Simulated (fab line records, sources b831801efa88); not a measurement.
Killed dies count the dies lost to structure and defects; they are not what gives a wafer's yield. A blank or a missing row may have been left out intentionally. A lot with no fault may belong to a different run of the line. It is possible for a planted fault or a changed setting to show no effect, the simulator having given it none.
Matching of chambers :: flow sky130 :: pecvd-04 running SKY_CONTACT_CVD_00: 3 sister chambers
The step deposits Si3N4, target thk 75 nm. 6 wafers are shown with their chamber, then 11 later ones without.

== WAFERS PAIRED WITH THEIR CHAMBERS ==
wafer: L087.4
chamber: 1
heater power w (W): 780
heater power outer w (W): 521

wafer: L087.5
chamber: 2
heater power w (W): 576
heater power outer w (W): 361

wafer: L089.1
chamber: 2
heater power w (W): 643
heater power outer w (W): 426

wafer: L089.2
chamber: 0
heater power w (W): 748
heater power outer w (W): 446

wafer: L089.3
chamber: 1
heater power w (W): 740
heater power outer w (W): 465

wafer: L089.4
chamber: 0
heater power w (W): 770
heater power outer w (W): 472

== WAFERS MISSING THEIR CHAMBER ==
wafer: L089.5
heater power w (W): 642
heater power outer w (W): 417

wafer: L089.6
heater power w (W): 714
heater power outer w (W): 471

wafer: L091.2
heater power w (W): 707
heater power outer w (W): 417

wafer: L091.4
heater power w (W): 735
heater power outer w (W): 461

wafer: L091.6
heater power w (W): 706
heater power outer w (W): 431

wafer: L093.1
heater power w (W): 784
heater power outer w (W): 519

wafer: L093.2
heater power w (W): 640
heater power outer w (W): 413

wafer: L093.3
heater power w (W): 793
heater power outer w (W): 472

wafer: L093.4
heater power w (W): 789
heater power outer w (W): 519

wafer: L093.5
heater power w (W): 629
heater power outer w (W): 410

wafer: L093.6
heater power w (W): 763
heater power outer w (W): 475

== THE CHAMBER EACH PASSED THROUGH ==
wafer: L089.5
from the rows above: 2
in truth: 2

wafer: L089.6
from the rows above: can't be placed: 0 or 1
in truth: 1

wafer: L091.2
from the rows above: can't be placed: 0 or 1 or 2
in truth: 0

wafer: L091.4
from the rows above: can't be placed: 0 or 1
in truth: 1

wafer: L091.6
from the rows above: can't be placed: 0 or 1 or 2
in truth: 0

wafer: L093.1
from the rows above: can't be placed: 1 or 0
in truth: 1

wafer: L093.2
from the rows above: 2
in truth: 2

wafer: L093.3
from the rows above: can't be placed: 0 or 1
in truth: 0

wafer: L093.4
from the rows above: can't be placed: 1 or 0
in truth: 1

wafer: L093.5
from the rows above: 2
in truth: 2

wafer: L093.6
from the rows above: can't be placed: 0 or 1
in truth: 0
Placed correctly: 3 of 11. Not placeable from these rows: 8 (in 8, the candidates include the true chamber). 0 placed wrongly.
How it was worked out, from the rows above alone: a wafer's distance from a chamber is the root of the sum, over the readings, of the square of ((its reading less the chamber's mean) divided by the reading's scatter). The wafer belongs to the nearest chamber; if the next one is less than 2 further off, it can't be placed. For every chamber, the mean is computed from those of its wafers that are shown. How the scatter is found: for the shown wafers, subtract from each reading the mean of its chamber, square and add these, divide the total by (wafers less chambers), then take the root.
